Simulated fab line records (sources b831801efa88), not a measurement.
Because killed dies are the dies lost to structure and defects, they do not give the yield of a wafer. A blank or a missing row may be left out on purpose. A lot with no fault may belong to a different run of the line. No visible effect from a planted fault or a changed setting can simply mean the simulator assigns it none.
fab line records ; flow sky130
[record] lots = 6; wafers = 18; last-day = 50
route steps=708 shown LDD_N@241 LDD_P@255 LDD_HVN@267 LDD_HVP@278 PAD_OPEN@708
lots that met no fault: taken from a fault-free run of the same line
start-h: hours from the record's first day to the start of the lot's first wafer shown ; wait-h: hours from the lot's prior step to this one ; " repeats the value in the row above ; L1.1+2: several wafers, shown together as one row ; - no value present, or no start provided ; * or withheld: withheld ; < > ~ a bound
route shown NAME@n: a module of which the file shows steps, and the number in the route of the first ; usual: mean/standard deviation taken from wafers without a fault ; same: alike in all rows ; chamber/n: place in a boat ; sites: readings site by site ; _std_site: their standard deviation ; _edge_site: inner sites' mean taken away from outer sites' mean ; radius-mm: for every site, how far away it sits from the centre of the wafer ; mask NAME#n: copy n ; behind: the most recent tool/chamber to have shaped the wafer ; hold: what put the lot on hold/how long, in hours/how the hold closed ; device: transistor that didn't switch, given as n, p or np ; end of line: the route-end tests of the same wafers ; a step with no rows: only its recipe ; killed: dies lost to structure and defects at the first sort, not the wafer's yield ; map: shows each die of a wafer: x if killed, . if not, _ if none is there
set.NAME: the setting the step ran with; set.NAME@STEP: the setting that earlier step ran with ; model.NAME: the simulator's own value behind a step, which no gauge read
certain route steps with their lots: each step a table, each wafer a row
services: the hour from which a tool's chamber was out of use, counted from the record's first day as start-h (under 0 if before that day), plus the number of hours and why
[[steps]]
[step SKY_LDD_N_EXPOSE_04]
[recipe] mask-id = NTM; target-cd-nm = 840; na = 0.6; source-shape = conventional; sigma-outer = 0.6; dose-mj = 110
[step SKY_LDD_N_PEB_05]
[recipe] temp-c = withheld; time-s = *; resist = NOVOLAK
[step SKY_LDD_N_DEVELOP_06]
[recipe] develop-time-s = 60; dev-temp-c = 23
[step SKY_LDD_N_OVL_MEAS_07]
[usual] LDD_N_OVL = 0.8/1.5
lot.wafer;tool;chamber;start-h;wait-h;LDD_N_OVL[nm]
L211.1;overlay-02;-;437.94;0.1;3.4
L211.4;overlay-02;-;437.94;0.1;4.2
L211.5;overlay-02;-;437.94;0.1;3.4
L221.1;overlay-01;-;525.84;0.1;-1.2
L221.2;overlay-01;-;525.84;0.1;0.4
L221.3;overlay-01;-;525.84;0.1;2.1
L222.1;overlay-02;-;532.39;0.1;0.1
L222.3;overlay-02;-;532.39;0.1;-0.9
L222.4;overlay-02;-;532.39;0.1;0.9
L224.1;overlay-01;-;539.44;0.1;0.6
L224.2;overlay-01;-;539.44;0.1;0.7
L224.5;overlay-01;-;539.44;0.1;1.4
L228.3;overlay-01;-;572.80;0.1;1.9
L228.5;overlay-01;-;572.80;0.1;3.9
L228.6;overlay-01;-;572.80;0.1;3.8
L231.3;overlay-02;-;587.20;0.1;1.9
L231.5;overlay-02;-;587.20;0.1;-0.4
L231.6;overlay-02;-;587.20;0.1;0.6
[step SKY_LDD_N_IMPLANT_08]
[recipe] species = As; energy-kev = 20; dose-cm2 = 7.5e+13; tilt-deg = withheld; rotation-deg = 23
[step SKY_LDD_N_IMPLANT_09]
[recipe] species = As; energy-kev = 20; dose-cm2 = 7.5e+13; tilt-deg = withheld; rotation-deg = 113
[step SKY_LDD_N_IMPLANT_10]
[recipe] species = As; energy-kev = 20; dose-cm2 = 7.5e+13; tilt-deg = withheld; rotation-deg = 203
[step SKY_LDD_N_IMPLANT_11]
[recipe] species = As; energy-kev = 20; dose-cm2 = 7.5e+13; tilt-deg = withheld; rotation-deg = 293
[step SKY_LDD_N_IMPLANT_12]
[recipe] species = BF2; energy-kev = 50; dose-cm2 = 5e+12; tilt-deg = 30; rotation-deg = 0
[step SKY_LDD_N_IMPLANT_13]
[recipe] species = BF2; energy-kev = 50; dose-cm2 = 5e+12; tilt-deg = 30; rotation-deg = 90
[step SKY_LDD_N_IMPLANT_14]
[recipe] species = BF2; energy-kev = 50; dose-cm2 = 5e+12; tilt-deg = 30; rotation-deg = 180
[step SKY_LDD_N_IMPLANT_15]
[recipe] species = BF2; energy-kev = 50; dose-cm2 = 5e+12; tilt-deg = 30; rotation-deg = 270
[step SKY_LDD_N_STRIP_16]
[recipe] chemistry = O2/N2; power-w = 1400; pressure-mtorr = 1500; platen-temp-c = withheld; o2-flow-sccm = 3000; n2-flow-sccm = 300; overash-fraction = 0.5
[usual] drypump-motor-current-A = 5.39/0.26; oes-product-au = 0.407/0.0041; strip-time-to-endpoint-s = 4.317/0.015
lot.wafer;tool;chamber;start-h;wait-h;drypump-motor-current-A;oes-product-au;rf-hours-counter-h;strip-time-to-endpoint-s
L211.1;plasma-asher-03;1;439.17;0.1;5.28;0.402;64;4.323
L211.4;plasma-asher-03;0;439.17;0.1;5.30;0.408;-;4.339
L211.5;plasma-asher-03;0;439.17;0.1;5.29;0.406;-;4.322
L221.1;plasma-asher-03;1;527.08;0.1;5.25;0.406;72;4.317
L221.2;plasma-asher-03;0;527.08;0.1;5.30;0.406;72;4.303
L221.3;plasma-asher-03;1;527.08;0.1;5.27;0.408;-;4.300
L222.1;plasma-asher-01;1;533.63;0.1;5.32;0.402;39;4.322
L222.3;plasma-asher-01;1;533.63;0.1;5.29;0.407;-;4.329
L222.4;plasma-asher-01;0;533.63;0.1;5.12;0.410;-;4.314
L224.1;plasma-asher-02;0;540.67;0.1;5.68;0.407;85;4.329
L224.2;plasma-asher-02;1;540.67;0.1;5.90;0.406;85;4.297
L224.5;plasma-asher-02;1;540.67;0.1;5.91;0.411;-;4.298
L228.3;plasma-asher-02;1;574.06;0.1;5.96;0.413;-;4.313
L228.5;plasma-asher-02;1;574.06;0.1;5.92;0.418;-;4.305
L228.6;plasma-asher-02;0;574.06;0.1;5.69;0.405;-;4.324
L231.3;plasma-asher-02;0;588.46;0.1;5.68;0.412;-;4.304
L231.5;plasma-asher-02;0;588.46;0.1;5.66;0.412;-;4.294
L231.6;plasma-asher-02;1;588.46;0.1;5.91;0.415;-;4.327
[step SKY_LDD_N_TW_MEAS_17]
[usual] LDD_N_TW = 2552/14
lot.wafer;tool;chamber;start-h;wait-h;LDD_N_TW
L211.1;film-metro-02;-;439.27;0.1;2545
L211.4;film-metro-02;-;439.27;0.1;2557
L211.5;film-metro-02;-;439.27;0.1;2558
L221.1;film-metro-02;-;527.18;0.1;2543
L221.2;film-metro-02;-;527.18;0.1;2556
L221.3;film-metro-02;-;527.18;0.1;2541
L222.1;film-metro-03;-;533.73;0.1;2565
L222.3;film-metro-03;-;533.73;0.1;2565
L222.4;film-metro-03;-;533.73;0.1;2569
L224.1;film-metro-03;-;540.77;0.1;2561
L224.2;film-metro-03;-;540.77;0.1;2549
L224.5;film-metro-03;-;540.77;0.1;2568
L228.3;film-metro-03;-;574.15;0.1;2564
L228.5;film-metro-03;-;574.15;0.1;2547
L228.6;film-metro-03;-;574.15;0.1;2539
L231.3;film-metro-03;-;588.55;0.1;2558
L231.5;film-metro-03;-;588.55;0.1;2538
L231.6;film-metro-03;-;588.55;0.1;2558
[step SKY_LDD_P_DEHYDRATE_00]
[recipe] temp-c = 200; time-s = 60
[step SKY_LDD_P_HMDS_01]
[recipe] prime-time-s = 60; prime-temp-c = 120
[step SKY_LDD_P_COAT_02]
[recipe] resist = NOVOLAK; spin-rpm = 3000; resist-thk-nm = 1140
[step SKY_LDD_P_SOFTBAKE_03]
[recipe] temp-c = 90; time-s = 60; resist = NOVOLAK
[step SKY_LDD_P_EXPOSE_04]
[recipe] mask-id = PSDM; na = 0.6; source-shape = conventional; sigma-outer = 0.6; polarization = unpolarized; target-cd-nm = 380; dose-mj = 138
[step SKY_LDD_P_PEB_05]
[recipe] temp-c = withheld; time-s = *; resist = NOVOLAK
[step SKY_LDD_P_DEVELOP_06]
[recipe] resist = NOVOLAK; developer = TMAH; develop-time-s = 60; dev-temp-c = 23
[step SKY_LDD_P_CD_MEAS_07]
[recipe] target-cd-nm = 380
[usual] cd-nm = 379.4/2.5
lot.wafer;tool;chamber;start-h;wait-h;cd-nm
L211.1;cd-sem-01;-;468.84;0.1;380.7
L211.4;cd-sem-01;-;468.84;0.1;381.3
L211.5;cd-sem-01;-;468.84;0.1;383.5
L221.1;cd-sem-02;-;556.62;0.1;380.6
L221.2;cd-sem-02;-;556.62;0.1;382.2
L221.3;cd-sem-02;-;556.62;0.1;382.3
L222.1;cd-sem-02;-;562.79;0.1;376.5
L222.3;cd-sem-02;-;562.79;0.1;375.1
L222.4;cd-sem-02;-;562.79;0.1;376.2
L224.1;cd-sem-01;-;569.24;0.1;383.6
L224.2;cd-sem-01;-;569.24;0.1;380.9
L224.5;cd-sem-01;-;569.24;0.1;381.9
L228.3;cd-sem-02;-;602.88;0.1;384.5
L228.5;cd-sem-02;-;602.88;0.1;383.5
L228.6;cd-sem-02;-;602.88;0.1;382.9
L231.3;cd-sem-01;-;617.33;0.1;375.3
L231.5;cd-sem-01;-;617.33;0.1;377.3
L231.6;cd-sem-01;-;617.33;0.1;379.6
[step SKY_LDD_P_OVL_MEAS_08]
[usual] LDD_P_OVL = 0.4/1.3
lot.wafer;tool;chamber;start-h;wait-h;LDD_P_OVL[nm]
L211.1;overlay-01;-;468.96;0.1;-1.1
L211.4;overlay-01;-;468.96;0.1;-0.1
L211.5;overlay-01;-;468.96;0.1;1.2
L221.1;overlay-01;-;556.74;0.1;2.5
L221.2;overlay-01;-;556.74;0.1;2.4
L221.3;overlay-01;-;556.74;0.1;2.5
L222.1;overlay-01;-;562.91;0.1;1.1
L222.3;overlay-01;-;562.91;0.1;2.4
L222.4;overlay-01;-;562.91;0.1;3.4
L224.1;overlay-01;-;569.36;0.1;1.2
L224.2;overlay-01;-;569.36;0.1;3.6
L224.5;overlay-01;-;569.36;0.1;3.8
L228.3;overlay-01;-;602.97;0.1;1.7
L228.5;overlay-01;-;602.97;0.1;0.0
L228.6;overlay-01;-;602.97;0.1;-1.0
L231.3;overlay-01;-;617.42;0.1;0.2
L231.5;overlay-01;-;617.42;0.1;0.2
L231.6;overlay-01;-;617.42;0.1;0.6
[step SKY_LDD_P_IMPLANT_09]
[recipe] species = BF2; energy-kev = 25; dose-cm2 = 1e+13; tilt-deg = withheld
[step SKY_LDD_P_STRIP_10]
[recipe] chemistry = O2/N2; power-w = 1400; pressure-mtorr = 1500; platen-temp-c = withheld; o2-flow-sccm = 3000; n2-flow-sccm = 300; overash-fraction = 0.5
[usual] drypump-motor-current-A = 5.5/0.33; oes-product-au = 0.715/0.0043; strip-time-to-endpoint-s = 14.19/0.039
lot.wafer;tool;chamber;start-h;wait-h;drypump-motor-current-A;oes-product-au;rf-hours-counter-h;strip-time-to-endpoint-s
L211.1;plasma-asher-04;0;469.15;0.1;5.9;0.711;4;14.21
L211.4;plasma-asher-04;0;469.15;0.1;5.9;0.717;-;14.25
L211.5;plasma-asher-04;1;469.15;0.1;5.8;0.722;-;14.21
L221.1;plasma-asher-01;1;556.92;0.1;5.3;0.719;43;14.17
L221.2;plasma-asher-01;0;556.92;0.1;5.1;0.712;43;14.19
L221.3;plasma-asher-01;1;556.92;0.1;5.3;0.717;-;14.11
L222.1;plasma-asher-02;1;563.10;0.1;6.0;0.717;86;14.17
L222.3;plasma-asher-02;1;563.10;0.1;6.0;0.714;-;14.20
L222.4;plasma-asher-02;0;563.10;0.1;5.7;0.713;-;14.17
L224.1;plasma-asher-02;0;569.54;0.1;5.7;0.713;87;14.14
L224.2;plasma-asher-02;1;569.54;0.1;6.0;0.709;87;14.15
L224.5;plasma-asher-02;0;569.54;0.1;5.7;0.712;-;14.14
L228.3;plasma-asher-01;0;603.18;0.1;5.1;0.719;-;14.18
L228.5;plasma-asher-01;0;603.18;0.1;5.1;0.718;-;14.19
L228.6;plasma-asher-01;1;603.18;0.1;5.3;0.706;-;14.18
L231.3;plasma-asher-01;0;617.63;0.1;5.1;0.717;-;14.15
L231.5;plasma-asher-01;0;617.63;0.1;5.1;0.709;-;14.17
L231.6;plasma-asher-01;1;617.63;0.1;5.3;0.714;-;14.12
[step SKY_LDD_P_TW_MEAS_11]
[usual] LDD_P_TW = 632/5.6
lot.wafer;tool;chamber;start-h;wait-h;LDD_P_TW
L211.1;film-metro-03;-;469.25;0.1;625
L211.4;film-metro-03;-;469.25;0.1;625
L211.5;film-metro-03;-;469.25;0.1;629
L221.1;film-metro-03;-;557.02;0.1;622
L221.2;film-metro-03;-;557.02;0.1;627
L221.3;film-metro-03;-;557.02;0.1;625
L222.1;film-metro-01;-;563.20;0.1;632
L222.3;film-metro-01;-;563.20;0.1;633
L222.4;film-metro-01;-;563.20;0.1;629
L224.1;film-metro-04;-;569.64;0.1;635
L224.2;film-metro-04;-;569.64;0.1;636
L224.5;film-metro-04;-;569.64;0.1;632
L228.3;film-metro-04;-;603.26;0.1;640
L228.5;film-metro-04;-;603.26;0.1;646
L228.6;film-metro-04;-;603.26;0.1;642
L231.3;film-metro-04;-;617.71;0.1;644
L231.5;film-metro-04;-;617.71;0.1;643
L231.6;film-metro-04;-;617.71;0.1;640
[step SKY_LDD_HVN_DEHYDRATE_00]
[recipe] temp-c = 200; time-s = 60
[step SKY_LDD_HVN_HMDS_01]
[recipe] prime-time-s = 60; prime-temp-c = 120
[step SKY_LDD_HVN_COAT_02]
[recipe] resist = NOVOLAK; spin-rpm = 3000; resist-thk-nm = 300
[step SKY_LDD_HVN_SOFTBAKE_03]
[recipe] temp-c = 90; time-s = 60; resist = NOVOLAK
[step SKY_LDD_HVN_EXPOSE_04]
[recipe] mask-id = HVNTM; na = 0.6; source-shape = conventional; sigma-outer = 0.6; polarization = unpolarized; target-cd-nm = 700; dose-mj = 127
[step SKY_LDD_HVN_PEB_05]
[recipe] temp-c = withheld; time-s = *; resist = NOVOLAK
[step SKY_LDD_HVN_DEVELOP_06]
[recipe] resist = NOVOLAK; developer = TMAH; develop-time-s = 60; dev-temp-c = 23
[step SKY_LDD_HVN_OVL_MEAS_07]
[usual] LDD_HVN_OVL = -0.5/1.6
lot.wafer;tool;chamber;start-h;wait-h;LDD_HVN_OVL[nm]
L211.1;overlay-01;-;499.19;0.1;-1.4
L211.4;overlay-01;-;499.19;0.1;-0.6
L211.5;overlay-01;-;499.19;0.1;-1.9
L221.1;overlay-01;-;586.57;0.1;0.7
L221.2;overlay-01;-;586.57;0.1;2.7
L221.3;overlay-01;-;586.57;0.1;1.3
L222.1;overlay-01;-;592.89;0.1;-0.5
L222.3;overlay-01;-;592.89;0.1;-1.1
L222.4;overlay-01;-;592.89;0.1;-1.2
L224.1;overlay-01;-;598.46;0.1;1.6
L224.2;overlay-01;-;598.46;0.1;0.8
L224.5;overlay-01;-;598.46;0.1;0.2
L228.3;overlay-01;-;632.40;0.1;0.3
L228.5;overlay-01;-;632.40;0.1;1.1
L228.6;overlay-01;-;632.40;0.1;1.2
L231.3;overlay-01;-;646.75;0.1;1.7
L231.5;overlay-01;-;646.75;0.1;-0.8
L231.6;overlay-01;-;646.75;0.1;3.0
[step SKY_LDD_HVN_IMPLANT_08]
[recipe] species = P; energy-kev = 60; dose-cm2 = 3e+13; tilt-deg = 40
[step SKY_LDD_HVN_STRIP_09]
[recipe] chemistry = O2/N2; power-w = 1400; pressure-mtorr = 1500; platen-temp-c = withheld; o2-flow-sccm = 3000; n2-flow-sccm = 300; overash-fraction = 0.5
[usual] drypump-motor-current-A = 5.68/0.27; oes-product-au = 0.408/0.0047; strip-time-to-endpoint-s = 4.137/0.016
lot.wafer;tool;chamber;start-h;wait-h;drypump-motor-current-A;oes-product-au;rf-hours-counter-h;strip-time-to-endpoint-s
L211.1;plasma-asher-03;0;499.38;0.1;5.33;0.398;69;4.151
L211.4;plasma-asher-03;1;499.38;0.1;5.26;0.405;-;4.104
L211.5;plasma-asher-03;0;499.38;0.1;5.31;0.403;-;4.142
L221.1;plasma-asher-02;1;586.75;0.1;5.93;0.408;88;4.120
L221.2;plasma-asher-02;0;586.75;0.1;5.68;0.415;88;4.157
L221.3;plasma-asher-02;0;586.75;0.1;5.70;0.410;-;4.139
L222.1;plasma-asher-02;1;593.07;0.1;5.93;0.401;89;4.141
L222.3;plasma-asher-02;1;593.07;0.1;5.94;0.413;-;4.129
L222.4;plasma-asher-02;0;593.07;0.1;5.71;0.417;-;4.143
L224.1;plasma-asher-04;0;598.65;0.1;5.93;0.415;19;4.152
L224.2;plasma-asher-04;1;598.65;0.1;5.85;0.402;19;4.142
L224.5;plasma-asher-04;0;598.65;0.1;5.91;0.409;-;4.139
L228.3;plasma-asher-02;1;632.61;0.1;5.94;0.415;-;4.150
L228.5;plasma-asher-02;1;632.61;0.1;5.93;0.410;-;4.117
L228.6;plasma-asher-02;0;632.61;0.1;5.71;0.401;-;4.120
L231.3;plasma-asher-04;0;646.96;0.1;5.93;0.406;-;4.149
L231.5;plasma-asher-04;0;646.96;0.1;5.91;0.412;-;4.146
L231.6;plasma-asher-04;1;646.96;0.1;5.85;0.406;-;4.130
[step SKY_LDD_HVN_TW_MEAS_10]
[usual] LDD_HVN_TW = 1422/13
lot.wafer;tool;chamber;start-h;wait-h;LDD_HVN_TW
L211.1;film-metro-04;-;499.48;0.1;1442
L211.4;film-metro-04;-;499.48;0.1;1441
L211.5;film-metro-04;-;499.48;0.1;1443
L221.1;film-metro-03;-;586.85;0.1;1424
L221.2;film-metro-03;-;586.85;0.1;1410
L221.3;film-metro-03;-;586.85;0.1;1412
L222.1;film-metro-03;-;593.17;0.1;1424
L222.3;film-metro-03;-;593.17;0.1;1417
L222.4;film-metro-03;-;593.17;0.1;1418
L224.1;film-metro-04;-;598.75;0.1;1441
L224.2;film-metro-04;-;598.75;0.1;1447
L224.5;film-metro-04;-;598.75;0.1;1442
L228.3;film-metro-03;-;632.69;0.1;1416
L228.5;film-metro-03;-;632.69;0.1;1414
L228.6;film-metro-03;-;632.69;0.1;1409
L231.3;film-metro-02;-;647.04;0.1;1413
L231.5;film-metro-02;-;647.04;0.1;1415
L231.6;film-metro-02;-;647.04;0.1;1421
[step SKY_LDD_HVP_DEHYDRATE_00]
[recipe] temp-c = 200; time-s = 60
[step SKY_LDD_HVP_HMDS_01]
[recipe] prime-time-s = 60; prime-temp-c = 120
[step SKY_LDD_HVP_COAT_02]
[recipe] resist = NOVOLAK; spin-rpm = 3000; resist-thk-nm = 300
[step SKY_LDD_HVP_SOFTBAKE_03]
[recipe] temp-c = 90; time-s = 60; resist = NOVOLAK
[step SKY_LDD_HVP_EXPOSE_04]
[recipe] mask-id = HVPTM; na = 0.6; source-shape = conventional; sigma-outer = 0.6; polarization = unpolarized; target-cd-nm = 700; dose-mj = 86
[step SKY_PAD_OPEN_PROBE_99]
[usual] killed_at_M0_to_M3 = 42/6.7; killed_at_M4_up = 3.0/1.9; killed-at-contacts = 24/5.3; killed-at-front-end = 16/4.3; killed-at-other = 0.4/0.71; killed-dies = 85/9.6; killed-on-rim = 17/3.7; killed-open = 46/6.5; killed-short = 39/6.7
[same] gross-dies = 492; killed-at-back-side = 0
lot.wafer;tool;chamber;start-h;wait-h;killed_at_M0_to_M3;killed_at_M4_up;killed-at-contacts;killed-at-front-end;killed-at-other;killed-dies;killed-on-rim;killed-open;killed-short
L211.1;prober-02;-;1112.23;0.1;53;1;16;14;0;84;16;44;39
L211.4;prober-02;-;1112.38;0.2;41;2;23;13;0;79;20;36;41
L211.5;prober-02;-;1112.43;0.2;48;2;28;14;0;92;13;52;40
L221.1;prober-02;-;1170.45;0.1;47;2;21;10;2;82;17;44;37
L221.2;prober-02;-;1170.50;0.1;39;3;26;13;2;83;14;48;33
L221.3;prober-02;-;1170.55;0.2;46;3;12;20;3;84;19;47;34
L222.1;prober-02;-;1178.54;0.1;30;2;27;13;1;73;12;37;36
L222.3;prober-02;-;1178.64;0.2;35;3;27;15;1;81;11;46;35
L222.4;prober-02;-;1178.69;0.2;42;5;16;17;0;80;6;38;42
L224.1;prober-01;-;1178.54;0.1;32;0;36;10;0;78;17;45;33
L224.2;prober-01;-;1178.59;0.1;35;2;24;18;0;79;16;47;32
L224.5;prober-01;-;1178.74;0.2;40;3;31;14;0;88;17;56;32
L228.3;prober-01;-;1196.51;0.2;35;2;31;68;0;136;15;50;30
L228.5;prober-01;-;1196.61;0.2;36;2;19;74;0;131;17;43;31
L228.6;prober-01;-;1196.66;0.2;49;3;14;77;0;143;22;48;30
L231.3;prober-02;-;1208.82;0.2;41;6;28;73;0;148;19;53;34
L231.5;prober-02;-;1208.92;0.2;40;5;21;74;0;140;17;50;29
L231.6;prober-02;-;1208.97;0.2;31;3;21;73;1;129;14;42;29
// killed by level:class
L211.1 VIA1:geometric-particle:open=10 VIA1:geometric-particle:short=7 METAL2:geometric-particle:short=7 LI_CONTACT:geometric-particle:open=5 VIA2:geometric-particle:open=5 VIA3:geometric-particle:open=5 METAL3:geometric-particle:short=5 FIELD_ISO:geometric-particle:open=4
L211.4 VIA1:geometric-particle:open=10 METAL1:geometric-particle:short=7 LOCAL_INTERCONNECT:geometric-particle:short=5 CONTACT:geometric-particle:short=5 CONTACT:geometric-particle:open=5 VIA3:geometric-particle:open=5 METAL2:geometric-particle:short=5 FIELD_ISO:geometric-particle:short=4
L211.5 CONTACT:geometric-particle:open=10 VIA2:geometric-particle:open=9 LI_CONTACT:geometric-particle:open=8 VIA1:geometric-particle:open=8 METAL1:geometric-particle:short=6 FIELD_ISO:geometric-particle:short=5 VIA2:geometric-particle:short=5 VIA1:geometric-particle:short=4
L221.1 CONTACT:geometric-particle:open=14 VIA2:geometric-particle:open=10 VIA1:geometric-particle:open=8 METAL1:geometric-particle:short=8 METAL2:geometric-particle:short=5 VIA3:geometric-particle:short=5 CONTACT:geometric-particle:short=4 VIA2:geometric-particle:short=3
L221.2 CONTACT:geometric-particle:open=10 LI_CONTACT:geometric-particle:open=8 POLY_GATE:geometric-particle:open=7 VIA1:geometric-particle:open=7 VIA2:geometric-particle:short=6 METAL2:geometric-particle:short=5 LOCAL_INTERCONNECT:geometric-particle:short=4 VIA2:geometric-particle:open=4
L221.3 VIA2:geometric-particle:open=8 POLY_GATE:geometric-particle:open=7 METAL3:geometric-particle:short=6 VIA3:geometric-particle:open=6 VIA1:geometric-particle:open=5 FIELD_ISO:geometric-particle:short=4 POLY_GATE:geometric-particle:short=4 METAL2:geometric-particle:open=4
L222.1 CONTACT:geometric-particle:open=8 LI_CONTACT:geometric-particle:short=7 VIA1:geometric-particle:open=7 LI_CONTACT:geometric-particle:open=6 VIA1:geometric-particle:short=5 CONTACT:geometric-particle:short=4 VIA2:geometric-particle:open=4 FIELD_ISO:geometric-particle:short=3
L224.1 CONTACT:geometric-particle:open=12 VIA3:geometric-particle:open=10 CONTACT:geometric-particle:short=8 FIELD_ISO:geometric-particle:open=6 LI_CONTACT:geometric-particle:short=5 LI_CONTACT:geometric-particle:open=5 LOCAL_INTERCONNECT:geometric-particle:short=5 METAL2:geometric-particle:short=5
L224.2 VIA1:geometric-particle:open=12 CONTACT:geometric-particle:open=11 POLY_GATE:geometric-particle:short=9 LI_CONTACT:geometric-particle:open=5 VIA2:geometric-particle:open=5 FIELD_ISO:geometric-particle:short=3 LOCAL_INTERCONNECT:geometric-particle:short=3 VIA3:geometric-particle:open=3
L222.3 LI_CONTACT:geometric-particle:open=9 VIA1:geometric-particle:open=8 VIA3:geometric-particle:open=7 CONTACT:geometric-particle:open=6 FIELD_ISO:geometric-particle:open=5 LOCAL_INTERCONNECT:geometric-particle:short=5 CONTACT:geometric-particle:short=5 METAL1:geometric-particle:short=4
L222.4 CONTACT:geometric-particle:short=8 VIA2:geometric-particle:open=7 VIA3:geometric-particle:open=7 FIELD_ISO:geometric-particle:short=6 METAL1:geometric-particle:short=6 VIA1:geometric-particle:open=5 POLY_GATE:geometric-particle:short=3 LOCAL_INTERCONNECT:geometric-particle:short=3
L224.5 LI_CONTACT:geometric-particle:open=14 VIA2:geometric-particle:open=11 CONTACT:geometric-particle:open=9 VIA3:geometric-particle:open=8 VIA1:geometric-particle:open=6 LOCAL_INTERCONNECT:geometric-particle:short=5 FIELD_ISO:geometric-particle:short=4 VIA1:geometric-particle:short=4
L228.3 LDD_N:unspecified=56 CONTACT:geometric-particle:open=15 VIA3:geometric-particle:open=10 FIELD_ISO:geometric-particle:open=7 LI_CONTACT:geometric-particle:short=6 METAL1:geometric-particle:short=6 VIA1:geometric-particle:open=6 FIELD_ISO:geometric-particle:short=4
L228.5 LDD_N:unspecified=57 VIA1:geometric-particle:open=14 LI_CONTACT:geometric-particle:open=6 CONTACT:geometric-particle:open=6 FIELD_ISO:geometric-particle:short=5 CONTACT:geometric-particle:short=5 FIELD_ISO:geometric-particle:open=4 POLY_GATE:geometric-particle:short=4
L228.6 LDD_N:unspecified=65 VIA1:geometric-particle:open=15 METAL1:geometric-particle:short=6 VIA2:geometric-particle:open=6 CONTACT:geometric-particle:open=5 METAL2:geometric-particle:short=5 VIA3:geometric-particle:open=5 FIELD_ISO:geometric-particle:open=4
L231.3 LDD_N:unspecified=61 LI_CONTACT:geometric-particle:open=11 VIA1:geometric-particle:open=9 LI_CONTACT:geometric-particle:short=6 CONTACT:geometric-particle:open=6 VIA2:geometric-particle:open=6 VIA3:geometric-particle:open=6 VIA1:geometric-particle:short=5
L231.5 LDD_N:unspecified=61 VIA1:geometric-particle:open=8 LI_CONTACT:geometric-particle:open=7 VIA3:geometric-particle:open=7 CONTACT:geometric-particle:open=7 VIA2:geometric-particle:open=7 VIA1:geometric-particle:short=6 FIELD_ISO:geometric-particle:open=4
L231.6 LDD_N:unspecified=58 LI_CONTACT:geometric-particle:open=6 CONTACT:geometric-particle:open=6 VIA1:geometric-particle:open=6 VIA2:geometric-particle:open=6 FIELD_ISO:geometric-particle:open=5 METAL2:geometric-particle:short=5 POLY_GATE:geometric-particle:open=4
// map L228.6 (x killed, . not)
__________...x.....x_________
________.............._______
______.xx..xx.........x._____
_____....x...x.........xx____
____..x.x.x...x.x.........___
___x......x......x....x....__
__x............xxxx......x.._
_.x......xxxx.x..xxx.x.x..xx.
_.............xxxxxxxx.xxx..x
_x...x.xx....xxxxxxxxxxx.x..x
_.........xx.xxxxxxxxxxxx.x..
_x............xxxxxxxxxx...x.
_.............x.xxxxxxxxx....
_.......x...x..xxxxxxx......x
_............x..xx.....x.....
__x..x...x...x...x.....x...x_
___.....x....x..x.xx.......__
____..................x...___
_____x.x.......xx.x.....x____
______.........x......x._____
________....x.x.....x._______
__________.........._________
// map L231.3 (x killed, . not)
__________.....x...._________
________...x...x...x.x_______
______x.x..x.x..x......._____
_____.x...x.....x.....x..____
____.........x.x.xx...x...___
___........................__
__.x...x......x...x.xxx....._
_..........xxxxxxxxxx....x.x.
_......x.x..x.xxxxxxxxx.x...x
_xx..x.x......xxxxxxxxxxxx...
_......xx.....xxxxxxxxxxx....
_..........xx..xxxxxxxxx..x..
_x.x...........xxxxxxxxxx..x.
_..x.....xx..x.xxxxxx.xx.....
_......x....x....xxxxx.xx....
__..........x..x.x.........._
___....x.......x....x......__
____.x...xx.x............x___
_____xx........x.........____
______..x........x....x._____
________...x.x........_______
__________....x..x.._________
[[services]]
tool;chamber;start-h;hours;kind
plasma-asher-03;-;419.40;2.6;repair
plasma-asher-04;-;421.25;9.0;pm
plasma-asher-04;0;421.25;9.0;vent-cycle
plasma-asher-04;1;421.25;9.0;vent-cycle
plasma-asher-04;0;430.25;-;clean
plasma-asher-04;1;430.25;-;clean
plasma-asher-03;-;467.60;10.3;repair
plasma-asher-03;-;529.88;22.8;pm
plasma-asher-02;-;545.50;14.6;pm
plasma-asher-04;-;578.01;1.6;repair
[[key]]
[first-sign] step = SKY_PAD_OPEN_PROBE_99; reading = killed-at-front-end; direction = up; sigmas = 13; usual = 16; struck = 73
[effect] step = SKY_PAD_OPEN_PROBE_99; reading = killed-dies; direction = up; sigmas = 5.5; usual = 85; struck = 138
met-at SKY_LDD_N_STRIP_16
struck-wafers L228.3,L228.5,L228.6,L231.3,L231.5,L231.6
tester-left-out L228,L231
onset-between 540.67 574.06
also-fits time
[fault] kind = chamber-particle-source; tool = plasma-asher-02; chamber = -; onset-h = 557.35; steps = SKY_LDD_N_STRIP_16; rate-per-visit-cm2 = 1.2259; end-h = 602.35
// tester-left-out: of these lots the tester's yield and bins aren't shown, on N5 and GAA mostly nor the transistor test; their killed dies are dies lost to structure and defects alone, not to doping, threshold or leakage, so they don't give the yield
